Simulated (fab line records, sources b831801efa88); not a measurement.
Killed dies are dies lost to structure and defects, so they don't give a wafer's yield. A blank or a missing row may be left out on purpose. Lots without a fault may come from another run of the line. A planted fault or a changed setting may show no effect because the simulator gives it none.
fab line records | flow sky130
record lots=5 wafers=15 last_day=49
route steps=708 shown METAL2@497 VIA2@507 METAL3@532 CAPM@537 PAD_OPEN@708
lots that met no fault: from a run of the same line without faults
start_h: hours from the record's first day to the start of the lot's first wafer shown | wait_h: hours since the lot's step before | " the same as in the row above | L1.1+2: a row that stands for several wafers | - no value, or no start given | * or withheld: withheld | < > ~ a bound
route shown NAME@n: a module of which the file shows steps, and the number in the route of the first | usual: mean/standard deviation of fault-free wafers | same: alike in all rows | chamber/n: place in a boat | sites: the reading at each site | _std_site: their standard deviation | _edge_site: outer sites' mean less inner sites' | radius_mm: how far each site lies from the wafer's centre | mask NAME#n: copy n | behind: the tool/chamber that last shaped the wafer | hold: why the lot was held/for how many hours/how that ended | device: the transistor (n, p or np) that didn't switch | end of line: the same wafers' tests at the end of the route | a step without rows: its recipe alone | killed: dies lost to structure and defects at the first sort, not the wafer's yield | map: a wafer's dies, x killed, . not, _ none there
set.NAME: the setting as run; set.NAME@STEP: as run at that earlier step | model.NAME: the simulator's own value behind a step, which no gauge read
lots at some steps of the route; a table a step, a row a wafer
services: from which hour (start_h, from the record's first day; less than 0 if before it) a tool's chamber was out of use, for how many hours, and why
## steps
# step SKY_METAL2_DEVELOP_14
# recipe develop_time_s=60 resist=KrF-thick dev_temp_c=21
# step SKY_METAL2_CD_MEAS_15
# recipe target_cd_nm=140
# usual cd_nm=139.4/1.3
# columns lot.wafer tool chamber start_h wait_h cd_nm
L509.1 cd_sem-01 - 838.30 - 140.2
L509.2 " - " " 139.5
L509.5 " - " " 139.6
L513.4 cd_sem-01 - 869.44 - 138.5
L513.5 " - " " 139.5
L513.6 " - " " 137.1
L519.1 cd_sem-02 - 914.30 - 140.4
L519.4 " - " " 140.3
L519.5 " - " " 140.8
L522.2 cd_sem-02 - 933.81 - 141.6
L522.4 " - " " 141.5
L522.5 " - " " 142.8
L521.2 cd_sem-02 - 934.47 - 138.4
L521.5 " - " " 137.9
L521.6 " - " " 137.7
# step SKY_METAL2_OVL_MEAS_16
# usual METAL2_OVL=2/5.7
# columns lot.wafer tool chamber start_h wait_h METAL2_OVL[nm]
L509.1 overlay-01 - 838.42 0.1 12
L509.2 " - " " 6
L509.5 " - " " 2
L513.4 overlay-01 - 869.52 0.1 4
L513.5 " - " " 3
L513.6 " - " " 8
L519.1 overlay-02 - 914.42 0.1 -2
L519.4 " - " " 6
L519.5 " - " " -8
L522.2 overlay-02 - 933.91 0.1 3
L522.4 " - " " -5
L522.5 " - " " -3
L521.2 overlay-02 - 934.58 0.1 0
L521.5 " - " " 0
L521.6 " - " " 3
# step SKY_METAL2_DESCUM_17
# recipe chemistry=O2 source_power_w=150 bias_power_w=0 pressure_mtorr=10 temp_c=40 time_s=8
# usual drypump_motor_current_A=5.6/0.34 oes_product_au=1.002/0.0071
# columns lot.wafer tool chamber start_h wait_h drypump_motor_current_A oes_product_au rf_hours_counter_h
L509.1 rie_metal-03 0 838.46 0.0 5.9 1.013 15
L509.2 " 1 " " 5.8 1.015 12
L509.5 " 1 " " 5.8 1.003 -
L513.4 rie_metal-02 0 869.55 0.0 5.2 0.999 -
L513.5 " 0 " " 5.2 1.001 -
L513.6 " 1 " " 5.8 0.994 -
L519.1 rie_metal-02 0 914.46 0.0 5.2 1.012 8
L519.4 " 1 " " 5.8 0.990 -
L519.5 " 1 " " 5.8 0.995 -
L522.2 rie_metal-02 0 933.95 0.0 5.2 1.008 -
L522.4 " 0 " " 5.2 1.003 -
L522.5 " 0 " " 5.2 1.006 -
L521.2 rie_metal-03 0 934.61 0.0 5.9 1.007 1
L521.5 " 0 " " 5.8 1.004 -
L521.6 " 1 " " 5.8 1.006 -
# step SKY_METAL2_ETCH_18
# recipe chemistry=N2/H2 target=BARC ion_energy_ev=200 bias_w=100 pressure_mtorr=30 n2_flow_sccm=100 h2_flow_sccm=200 icp_w=500 stop_on=SiO2 time_s=45.9 target_depth_a=600
# step SKY_METAL2_METAL_ETCH_19
# recipe target_depth_a=3600 stop_on=SiO2 over_etch_frac=0.3 time_s=78 chemistry=Cl2/BCl3 resist_sidewall_deg=88 pressure_mtorr=10 icp_w=900 bias_w=48.5 Cl2_flow_sccm=60 bcl3_flow_sccm=30
# step SKY_METAL2_STRIP_20
# recipe chemistry=O2/N2 power_w=1400 pressure_mtorr=1500 platen_temp_c=withheld o2_flow_sccm=3000 n2_flow_sccm=300 overash_fraction=0.5
# step SKY_METAL2_STRIP_21
# recipe chemistry=post_etch_residue_remover time_s=1200 temp_c=72.5
# step SKY_METAL2_CLEAN_22
# recipe chemistry=IPA time_s=180 temp_c=25
# step SKY_METAL2_CLEAN_23
# recipe chemistry=O3/DIW dry=n2_spin
# step SKY_VIA2_HDPCVD_00
# recipe material=SiO2 target_thk_nm=1180 sigma_open_frac=0.3 time_s=196.7 temp_c=400 sih4_flow_sccm=60 pressure_mtorr=6
# step SKY_VIA2_THK_MEAS_01
# recipe reads=SiO2_of_VIA2_HDPCVD_00
# usual VIA2_HDPCVD_THK=1185/11
# columns lot.wafer tool chamber start_h wait_h VIA2_HDPCVD_THK[nm]
L509.1 film_metro-01 - 839.37 0.1 1179
L509.2 " - " " 1184
L509.5 " - " " 1175
L513.4 film_metro-04 - 870.81 0.0 1178
L513.5 " - " " 1187
L513.6 " - " " 1190
L519.1 film_metro-02 - 915.40 0.1 1191
L519.4 " - " " 1198
L519.5 " - " " 1196
L522.2 film_metro-02 - 935.04 0.1 1164
L522.4 " - " " 1186
L522.5 " - " " 1164
L521.2 film_metro-02 - 935.52 0.1 1179
L521.5 " - " " 1183
L521.6 " - " " 1179
# step SKY_VIA2_CMP_02
# recipe material=SiO2 down_force_psi=4 platen_rpm=60 pad_velocity_m_s=0.94248
# usual head_pressure_psi=4.000/0.0092 motor_current_A=11.6/1
# columns lot.wafer tool chamber start_h wait_h head_pressure_psi motor_current_A model.SiO2_of_VIA2_HDPCVD_00.thk_nm
L509.1 cmp-01 1 839.43 0.1 4.003 10.5 496.9
L509.2 " 2 " " 3.986 11.3 498.2
L509.5 " 1 " " 3.997 10.8 497.2
L513.4 cmp-02 0 870.89 0.1 3.980 10.2 495
L513.5 " 3 " " 4.011 12.4 495.8
L513.6 " 0 " " 3.984 10.8 495.7
L519.1 cmp-01 3 915.46 0.1 3.992 13.7 496.5
L519.4 " 0 " " 4.010 10.5 494.2
L519.5 " 0 " " 4.002 11.6 495.9
L522.2 cmp-02 2 935.14 0.1 4.009 11.8 495.7
L522.4 " 3 " " 4.016 12.2 496
L522.5 " 2 " " 3.993 11.1 495.8
L521.2 cmp-01 1 935.62 0.1 3.999 10.5 495.5
L521.6 " 0 " " 4.004 11.5 495.9
L521.5 " 1 " " 3.997 10.8 458.9
# step SKY_VIA2_BOW_MEAS_03
# recipe mode=bow
# usual VIA2_BOW=86/7.7
# columns lot.wafer tool chamber start_h wait_h VIA2_BOW[um]
L509.1 film_metro-04 - 839.73 0.2 82
L509.2 " - " " 89
L509.5 " - " " 93
L513.4 film_metro-02 - 871.20 0.3 80
L513.5 " - " " 88
L513.6 " - " " 87
L519.1 film_metro-01 - 915.76 0.2 96
L519.4 " - " " 91
L519.5 " - " " 97
L522.2 film_metro-02 - 935.41 0.2 83
L522.4 " - " " 82
L522.5 " - " " 75
L521.2 film_metro-04 - 935.89 0.2 86
L521.5 " - " " 89
L521.6 " - " " 98
# step SKY_VIA2_DEHYDRATE_04
# recipe temp_c=200 time_s=60
# step SKY_VIA2_HMDS_05
# recipe prime_time_s=60 prime_temp_c=120
# step SKY_VIA2_COAT_06
# recipe resist=BARC temp_c=withheld time_s=withheld spin_rpm=3000 resist_thk_nm=60
# step SKY_VIA2_COAT_07
# recipe resist=KrF-thick spin_rpm=3000 resist_thk_nm=450
# step SKY_VIA2_SOFTBAKE_08
# recipe temp_c=100 time_s=90 resist=KrF-thick
# step SKY_VIA2_EXPOSE_09
# recipe mask_id=VIM2 na=0.8 source_shape=annular sigma_inner=0.55 sigma_outer=0.85 target_cd_nm=200 dose_mj=38
# step SKY_VIA2_PEB_10
# recipe peb_temp_c=withheld peb_time_s=withheld resist=KrF-thick
# step SKY_VIA2_DEVELOP_11
# recipe develop_time_s=60 resist=KrF-thick dev_temp_c=21
# step SKY_VIA2_CD_MEAS_12
# recipe target_cd_nm=200
# usual cd_nm=200.1/1.6
# columns lot.wafer tool chamber start_h wait_h cd_nm
L509.1 cd_sem-01 - 865.48 - 200.3
L509.2 " - " " 200.7
L509.5 " - " " 202.0
L513.4 cd_sem-02 - 896.70 - 201.3
L513.5 " - " " 202.9
L513.6 " - " " 201.5
L519.1 cd_sem-01 - 940.74 - 200.2
L519.4 " - " " 200.7
L519.5 " - " " 200.7
L522.2 cd_sem-02 - 959.50 - 199.9
L522.4 " - " " 200.9
L522.5 " - " " 201.1
L521.2 cd_sem-02 - 959.91 - 199.8
L521.5 " - " " 200.7
L521.6 " - " " 200.9
# step SKY_VIA2_OVL_MEAS_13
# usual VIA2_OVL=3/5.6
# columns lot.wafer tool chamber start_h wait_h VIA2_OVL[nm]
L509.1 overlay-01 - 865.60 0.1 6
L509.2 " - " " 5
L509.5 " - " " 6
L513.4 overlay-01 - 896.78 0.1 -7
L513.5 " - " " -5
L513.6 " - " " -2
L519.1 overlay-01 - 940.86 0.1 3
L519.4 " - " " 7
L519.5 " - " " 4
L522.2 overlay-02 - 959.61 0.1 5
L522.4 " - " " 0
L522.5 " - " " 1
L521.2 overlay-02 - 960.01 0.1 2
L521.5 " - " " 4
L521.6 " - " " 6
# step SKY_VIA2_ETCH_14
# recipe chemistry=N2/H2 target=BARC ion_energy_ev=200 source_w=500 bias_w=100 pressure_mtorr=30 n2_flow_sccm=100 h2_flow_sccm=200 stop_on=SiO2 time_s=45.9 target_depth_a=600
# step SKY_VIA2_ETCH_15
# recipe target=SiO2 chemistry=C4F8/O2/Ar target_depth_nm=546 stop_on=TiN mask_material=KrF-thick source_w=1500 bias_w=1200 pressure_mtorr=40 c4f8_flow_sccm=withheld O2_flow_sccm=6 Ar_flow_sccm=300 time_s=84
# usual oes_product_au=0.941/0.0048
# columns lot.wafer tool chamber start_h wait_h oes_product_au model.etch.depth_nm model.VIA2.feature_depth_nm
L509.1 rie_diel-03 0 865.68 0.0 0.952 496.9 496.9
L509.2 " 1 " " 0.937 498.2 498.2
L509.5 " 2 " " 0.941 497.2 497.2
L513.4 rie_diel-01 3 896.84 0.0 0.936 495 495
L513.5 " 1 " " 0.933 495.8 495.8
L513.6 " 2 " " 0.947 495.7 495.7
L519.1 rie_diel-01 2 940.94 0.0 0.942 496.5 496.5
L519.4 " 3 " " 0.946 494.2 494.2
L519.5 " 0 " " 0.943 495.9 495.9
L522.2 rie_diel-04 1 959.68 0.0 0.937 495.7 495.7
L522.4 " 0 " " 0.944 496 496
L522.5 " 3 " " 0.947 495.8 495.8
L521.2 rie_diel-03 2 960.08 0.0 0.943 495.5 495.5
L521.5 " 0 " " 0.900 458.9 458.9
L521.6 " 1 " " 0.948 495.9 495.9
# step SKY_VIA2_STRIP_16
# recipe chemistry=O2/N2 power_w=1400 pressure_mtorr=1500 platen_temp_c=withheld o2_flow_sccm=3000 n2_flow_sccm=300 overash_fraction=0.5
# step SKY_VIA2_STRIP_17
# recipe chemistry=post_etch_residue_remover time_s=1200 temp_c=72.5
# step SKY_VIA2_CLEAN_18
# recipe chemistry=IPA time_s=180 temp_c=25
# step SKY_VIA2_CLEAN_19
# recipe chemistry=O3/DIW dry=n2_spin
# step SKY_VIA2_SPUTTER_20
# recipe material=TiN target_thk_nm=20 chamber_pressure_pa=5 power_w=4000 time_s=80
# step SKY_VIA2_CVD_21
# recipe material=W target_thk_nm=420 time_s=126.4 temp_c=400 pressure_torr=40
# step SKY_VIA2_RS_MEAS_22
# recipe thk_meas_gauge=four-point-probe reads=W_of_VIA2_CVD_21+TiN_of_VIA2_SPUTTER_20
# usual VIA2_W_RS=0.271/0.0046
# columns lot.wafer tool chamber start_h wait_h VIA2_W_RS[ohm/sq]
L509.1 film_metro-02 - 866.54 0.1 0.267
L509.2 " - " " 0.273
L509.5 " - " " 0.273
L513.4 film_metro-02 - 897.74 0.1 0.269
L513.5 " - " " 0.275
L513.6 " - " " 0.270
L519.1 film_metro-02 - 941.79 0.1 0.266
L519.4 " - " " 0.270
L519.5 " - " " 0.267
L522.2 film_metro-02 - 960.69 0.2 0.276
L522.4 " - " " 0.276
L522.5 " - " " 0.274
L521.2 film_metro-04 - 960.95 0.1 0.273
L521.5 " - " " 0.277
L521.6 " - " " 0.275
# step SKY_VIA2_THK_MEAS_23
# recipe thk_meas_gauge=xrf reads=W_of_VIA2_CVD_21
# usual VIA2_W_THK=432/8.1
# columns lot.wafer tool chamber start_h wait_h VIA2_W_THK[nm]
L509.1 film_metro-02 - 866.66 0.1 440
L509.2 " - " " 427
L509.5 " - " " 428
L513.4 film_metro-02 - 897.83 0.1 441
L513.5 " - " " 436
L513.6 " - " " 442
L519.1 film_metro-02 - 941.91 0.1 450
L519.4 " - " " 438
L519.5 " - " " 447
L522.2 film_metro-02 - 960.80 0.1 423
L522.4 " - " " 423
L522.5 " - " " 427
L521.2 film_metro-04 - 961.06 0.1 428
L521.5 " - " " 419
L521.6 " - " " 426
# step SKY_VIA2_CMP_24
# recipe stop_on=SiO2 t_overpolish_s=20 down_force_psi=3.5 platen_rpm=60 target_thk_nm=0 pad_velocity_m_s=0.94248
# usual head_pressure_psi=3.500/0.0077 motor_current_A=10.8/0.96
# columns lot.wafer tool chamber start_h wait_h head_pressure_psi motor_current_A
L509.2 cmp-02 3 866.72 0.0 3.506 11.3
L509.1 " 1 " " 3.504 11.8
L509.5 " 3 " " 3.502 11.5
L513.4 cmp-02 0 897.96 0.1 3.522 9.6
L513.5 " 2 " " 3.497 10.6
L513.6 " 3 " " 3.486 10.8
L519.1 cmp-02 3 942.17 0.3 3.498 11.2
L519.4 " 0 " " 3.500 9.3
L519.5 " 2 " " 3.489 10.5
L522.4 cmp-01 3 960.89 0.1 3.497 13.5
L522.2 " 1 " " 3.500 9.8
L522.5 " 3 " " 3.503 12.7
L521.2 cmp-01 1 961.19 0.1 3.509 9.2
L521.6 " 1 " " 3.497 9.5
L521.5 " 2 " " 3.489 10.2
# step SKY_METAL3_SPUTTER_00
# recipe material=Ti target_thk_nm=15 power_w=3000 time_s=10 chamber_pressure_pa=0.4
# usual throttle_valve_pct=30.0/1.1
# columns lot.wafer tool chamber start_h wait_h throttle_valve_pct
L509.1 pvd_sputter-03 - 867.02 0.1 29.8
L509.2 " - " " 29.9
L509.5 " - " " 29.7
L513.4 pvd_sputter-03 - 898.16 0.1 29.5
L513.5 " - " " 29.4
L513.6 " - " " 29.7
L519.1 pvd_sputter-04 - 942.37 0.1 28.4
L519.4 " - " " 30.7
L519.5 " - " " 31.2
L522.2 pvd_sputter-04 - 961.19 0.1 31.1
L522.4 " - " " 28.6
L522.5 " - " " 30.9
L521.2 pvd_sputter-03 - 961.49 0.2 29.9
L521.5 " - " " 29.2
L521.6 " - " " 29.7
# step SKY_METAL3_SPUTTER_01
# recipe material=TiN target_thk_nm=20 power_w=6500 time_s=16.7 chamber_pressure_pa=0.4
# step SKY_METAL3_SPUTTER_02
# recipe material=AlCu target_thk_nm=735 power_w=10600 time_s=39.1 chamber_pressure_pa=0.4
# step SKY_METAL3_SPUTTER_03
# recipe material=Ti target_thk_nm=5 power_w=3000 time_s=3.3 chamber_pressure_pa=0.4
# step SKY_METAL3_SPUTTER_04
# recipe material=TiN target_thk_nm=70 power_w=6500 time_s=58.3 chamber_pressure_pa=0.4
# usual throttle_valve_pct=29.9/1.1
# columns lot.wafer tool chamber start_h wait_h throttle_valve_pct
L509.1 pvd_sputter-03 - 867.12 0.0 29.6
L509.2 " - " " 29.8
L509.5 " - " " 29.7
L513.4 pvd_sputter-03 - 898.27 0.0 29.2
L513.5 " - " " 29.4
L513.6 " - " " 29.6
L519.1 pvd_sputter-04 - 942.47 0.0 28.5
L519.4 " - " " 31.0
L519.5 " - " " 31.4
L522.2 pvd_sputter-04 - 961.29 0.0 31.3
L522.4 " - " " 28.5
L522.5 " - " " 30.9
L521.2 pvd_sputter-03 - 961.60 0.0 29.7
L521.5 " - " " 29.4
L521.6 " - " " 29.7
# step SKY_CAPM_CVD_00
# recipe material=SiO2 target_thk_nm=15.5 temp_c=400 time_s=withheld rf_w=450
# usual heater_power_w=692/67
# columns lot.wafer tool chamber start_h wait_h heater_power_w
L509.1 pecvd-01 1 867.17 0.0 793
L509.2 " 2 " " 758
L509.5 " 1 " " 760
L513.4 pecvd-02 2 898.33 0.0 604
L513.5 " 2 " " 603
L513.6 " 0 " " 664
L519.1 pecvd-02 0 942.52 0.0 745
L519.4 " 0 " " 737
L519.5 " 2 " " 707
L522.2 pecvd-02 2 961.34 0.0 689
L522.4 " 0 " " 663
L522.5 " 2 " " 666
L521.2 pecvd-01 0 961.65 0.0 700
L521.5 " 1 " " 779
L521.6 " 0 " " 707
# step SKY_CAPM_THK_MEAS_01
# recipe reads=SiO2_of_CAPM_CVD_00
# usual CAPM_CVD_00_THK=15.50/0.23
# columns lot.wafer tool chamber start_h wait_h CAPM_CVD_00_THK[nm]
L509.1 film_metro-03 - 867.19 - 15.25
L509.2 " - " " 15.00
L509.5 " - " " 15.43
L513.4 film_metro-03 - 898.38 - 15.75
L513.5 " - " " 15.57
L513.6 " - " " 15.90
L519.1 film_metro-02 - 942.55 - 15.41
L519.4 " - " " 15.76
L519.5 " - " " 15.55
L522.2 film_metro-03 - 961.37 - 15.04
L522.4 " - " " 15.55
L522.5 " - " " 15.21
L521.2 film_metro-01 - 961.68 - 15.40
L521.5 " - " " 15.72
L521.6 " - " " 15.24
# step SKY_METAL3_METAL_ETCH_18
# recipe target_depth_a=8450 stop_on=SiO2 over_etch_frac=0.3 time_s=183.1 chemistry=Cl2/BCl3 resist_sidewall_deg=88 pressure_mtorr=10 icp_w=900 bias_w=48.5 Cl2_flow_sccm=60 bcl3_flow_sccm=30
# usual drypump_motor_current_A=5.7/0.32 oes_product_au=0.867/0.0057 throttle_valve_pct=22.264/0.0093
# columns lot.wafer tool chamber start_h wait_h drypump_motor_current_A oes_product_au rf_hours_counter_h throttle_valve_pct model.SiO2_of_VIA2_HDPCVD_00.thk_nm
L509.1 rie_metal-04 1 919.59 0.0 5.2 0.879 17 22.281 467.2
L509.2 " 0 " " 6.0 0.875 0 22.267 468
L509.5 " 1 " " 5.2 0.877 - 22.260 467.6
L513.4 rie_metal-03 0 949.52 0.1 5.9 0.861 - 22.267 464.8
L513.5 " 0 " " 5.9 0.862 - 22.269 465.7
L513.6 " 1 " " 5.8 0.871 - 22.263 465.8
L519.1 rie_metal-04 0 990.91 0.0 6.0 0.860 4 22.277 466.1
L519.4 " 0 " " 6.0 0.854 - 22.261 463.6
L519.5 " 0 " " 6.0 0.866 - 22.267 465.6
L522.2 rie_metal-04 0 1009.14 0.0 6.0 0.865 5 22.256 465.5
L522.4 " 1 " " 5.1 0.861 - 22.260 466.1
L522.5 " 1 " " 5.1 0.859 - 22.269 465.9
L521.2 rie_metal-03 0 1009.49 0.0 5.9 0.875 5 22.264 465.3
L521.5 " 0 " " 5.9 0.863 - 22.267 428.9
L521.6 " 1 " " 5.8 0.873 - 22.263 465.8
# step SKY_PAD_OPEN_PROBE_99
# usual defect_limited_yield=82.4/1.9 killed_at_M0_to_M3=44/7 killed_at_M4_up=3.2/1.8 killed_at_contacts=24/5.1 killed_at_front_end=15/4.3 killed_at_other=0.3/0.5 killed_dies=86/9.6 killed_open=48/7.1 killed_short=38/6.7 sort_bin_3_pad_short=0.9/0.44 sort_bin_5_function=10.3/1.5 sort_bin_6_memory=6.4/1.1 sort_n_pass=406/9.6 sort_yield_pct=82.4/1.9
# same gross_dies=492 killed_at_back_side=0 sort_bin_4_leakage[%]=0 sort_bin_8_speed[%]=0
# columns lot.wafer tool chamber start_h wait_h defect_limited_yield[%] killed_at_M0_to_M3 killed_at_M4_up killed_at_contacts killed_at_front_end killed_at_other killed_dies killed_open killed_short sort_bin_3_pad_short[%] sort_bin_5_function[%] sort_bin_6_memory[%] sort_n_pass sort_yield_pct[%]
L509.1 prober-01 - 1091.74 0.1 80.5 52 5 27 12 0 96 61 35 0.8 11.4 7.3 396 80.5
L509.2 prober-01 - 1091.79 0.1 79.1 70 2 18 13 0 103 68 35 1.2 11.4 8.3 389 79.1
L509.5 prober-01 - 1091.94 0.2 81.7 49 1 25 15 0 90 45 45 1.2 11.2 5.9 402 81.7
L513.4 prober-01 - 1113.81 0.2 83.1 39 5 28 11 0 83 47 34 0.2 9.6 7.1 409 83.1
L513.5 prober-01 - 1113.86 0.2 79.7 49 6 25 19 1 100 58 41 1.0 11.2 8.1 392 79.7
L513.6 prober-01 - 1113.91 0.2 82.9 47 1 20 16 0 84 46 37 1.2 11.2 4.7 408 82.9
L519.1 prober-01 - 1148.95 0.1 81.5 50 3 26 11 1 91 46 43 1.4 11.4 5.7 401 81.5
L519.4 prober-01 - 1149.10 0.2 83.1 41 3 21 18 0 83 42 38 0.8 8.3 7.7 409 83.1
L519.5 prober-01 - 1149.15 0.2 79.5 51 3 28 19 0 101 53 47 1.6 12.2 6.7 391 79.5
# killed by level:class
L509.1 CONTACT:geometric_particle:open=13 VIA1:geometric_particle:open=13 VIA1:geometric_particle:short=12 VIA3:geometric_particle:open=9 VIA2:geometric_particle:open=8 LI_CONTACT:geometric_particle:open=7 FIELD_ISO:geometric_particle:open=4 METAL4:geometric_particle:short=3
L509.2 VIA1:geometric_particle:open=16 VIA3:geometric_particle:open=14 VIA2:geometric_particle:open=13 CONTACT:geometric_particle:open=8 METAL1:geometric_particle:short=8 METAL2:geometric_particle:short=5 FIELD_ISO:geometric_particle:short=4 FIELD_ISO:geometric_particle:open=4
L509.5 CONTACT:geometric_particle:open=9 LI_CONTACT:geometric_particle:open=7 METAL1:geometric_particle:short=6 VIA2:geometric_particle:open=6 VIA1:geometric_particle:short=6 VIA1:geometric_particle:open=6 METAL2:geometric_particle:short=6 LOCAL_INTERCONNECT:geometric_particle:short=5
L513.4 CONTACT:geometric_particle:open=14 VIA1:geometric_particle:open=7 LI_CONTACT:geometric_particle:open=6 VIA3:geometric_particle:open=6 VIA2:geometric_particle:open=5 FIELD_ISO:geometric_particle:short=4 METAL1:geometric_particle:short=4 VIA2:geometric_particle:short=4
L513.5 VIA1:geometric_particle:open=12 CONTACT:geometric_particle:open=10 LI_CONTACT:geometric_particle:open=8 VIA3:geometric_particle:open=7 FIELD_ISO:geometric_particle:open=6 VIA2:geometric_particle:open=6 METAL3:geometric_particle:short=6 CONTACT:geometric_particle:short=5
L513.6 VIA1:geometric_particle:open=13 VIA2:geometric_particle:open=8 CONTACT:geometric_particle:short=7 CONTACT:geometric_particle:open=6 FIELD_ISO:geometric_particle:open=5 VIA1:geometric_particle:short=5 LI_CONTACT:geometric_particle:open=4 METAL1:geometric_particle:short=4
L519.1 LI_CONTACT:geometric_particle:open=11 METAL2:geometric_particle:short=9 METAL1:geometric_particle:short=8 VIA1:geometric_particle:open=8 VIA3:geometric_particle:open=8 CONTACT:geometric_particle:open=7 VIA1:geometric_particle:short=7 LOCAL_INTERCONNECT:geometric_particle:short=4
L519.4 VIA3:geometric_particle:open=8 METAL2:geometric_particle:short=8 CONTACT:geometric_particle:open=7 FIELD_ISO:geometric_particle:open=5 CONTACT:geometric_particle:short=5 VIA2:geometric_particle:open=5 METAL1:geometric_particle:short=4 VIA1:geometric_particle:short=4
L519.5 VIA1:geometric_particle:open=14 LI_CONTACT:geometric_particle:open=10 CONTACT:geometric_particle:open=9 METAL2:geometric_particle:short=7 VIA2:geometric_particle:open=6 VIA1:geometric_particle:short=6 FIELD_ISO:geometric_particle:open=5 FIELD_ISO:geometric_particle:short=5
## services
# columns tool chamber start_h hours kind
rie_diel-03 1 814.68 3.0 repair
pecvd-02 - 815.17 0.7 repair
rie_metal-04 1 815.93 6.5 repair
cmp-02 - 818.84 4.5 repair
rie_diel-01 3 820.67 13.5 repair
rie_diel-03 3 828.33 6.8 repair
cmp-02 - 829.30 10.2 pm
cmp-02 - 840.83 2.5 repair
cmp-01 - 855.69 1.4 repair
cmp-02 - 863.40 0.8 repair
rie_metal-02 - 872.29 2.7 repair
rie_metal-04 - 874.19 1.4 pm
cmp-01 - 894.98 3.8 repair
pecvd-02 1 896.14 3.6 repair
cmp-02 - 909.80 1.5 repair
cmp-02 - 912.11 4.0 pm
cmp-02 - 958.43 5.5 pm
cmp-02 - 974.73 0.2 repair
cmp-01 - 975.72 1.3 repair
rie_metal-03 - 987.69 4.4 repair
rie_metal-02 1 993.90 5.6 repair
pvd_sputter-03 - 994.57 1.2 repair
cmp-02 - 996.62 0.8 repair
cmp-02 - 1004.48 3.1 repair
## key
first_sign step=SKY_VIA2_ETCH_15 reading=oes_product_au direction=down sigmas=8.6 usual=0.941 struck=0.900
effect none on later readings
model_effect step=SKY_VIA2_CMP_02 value=SiO2_of_VIA2_HDPCVD_00.thk_nm without=496 struck=458.9
model_effect step=SKY_VIA2_ETCH_15 value=etch.depth_nm without=496 struck=458.9
model_effect step=SKY_METAL3_METAL_ETCH_18 value=SiO2_of_VIA2_HDPCVD_00.thk_nm without=466 struck=428.9
met_at SKY_VIA2_CMP_02
struck_wafers L521.5
onset_between 915.46 935.62
fault kind=process_parameter_drift tool=cmp-01 chamber=- onset_h=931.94 steps=SKY_VIA2_CMP_02 channel=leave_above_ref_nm offset=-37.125 shape=step end_h=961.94 scope=struck_wafers_only acts_in=these_recipes_only stated=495
